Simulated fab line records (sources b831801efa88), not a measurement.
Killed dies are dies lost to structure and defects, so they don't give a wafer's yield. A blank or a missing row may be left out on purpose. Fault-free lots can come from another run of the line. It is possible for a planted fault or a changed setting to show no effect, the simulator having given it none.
Chamber matching | flow gf180mcu | GF_CONTACT_CMP_27 on cmp-02: 4 sister chambers
The step polishes, stops on SiO2, t overpolish 15 s, target thk 0 nm. 4 wafers are shown with their chamber, then 7 later ones without.

== WAFERS, EACH WITH ITS CHAMBER ==
wafer  | chamber | motor current A (A)
L567.3 | 1       | 11.3
L567.6 | 3       | 12.4
L569.4 | 0       | 11.8
L569.5 | 2       | 10.8

== WAFERS WITHOUT THEIR CHAMBER ==
wafer  | motor current A (A)
L569.6 | 12.6
L570.2 | 12.1
L570.3 | 10.9
L570.4 | 11.6
L571.1 | 11.5
L571.2 | 11.6
L571.5 | 11.8

== WHICH CHAMBER EACH ONE RAN IN ==
wafer  | from the rows above     | in truth
L569.6 | 3                       | 3
L570.2 | can't be placed: 0 or 3 | 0
L570.3 | can't be placed: 2 or 1 | 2
L570.4 | can't be placed: 0 or 1 | 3
L571.1 | can't be placed: 1 or 0 | 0
L571.2 | can't be placed: 0 or 1 | 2
L571.5 | 0                       | 0
Correct placement for 2 of the 7. Can't be placed from these rows: 5 (the true chamber is among the candidates in 3). Number placed wrongly: 0.
How it was worked out, from the rows above alone: a wafer's distance from a chamber is the root of the sum, over the readings, of the square of ((its reading less the chamber's mean) divided by the reading's scatter). If the next closest chamber is less than 2 further off than the closest, the wafer can't be placed; otherwise it belongs to the closest. The mean given for a chamber averages the wafers shown for that chamber. The scatter (one wafer shown for each chamber): square how far every hidden wafer sits from the nearest shown wafer, average those squares and take the square root.
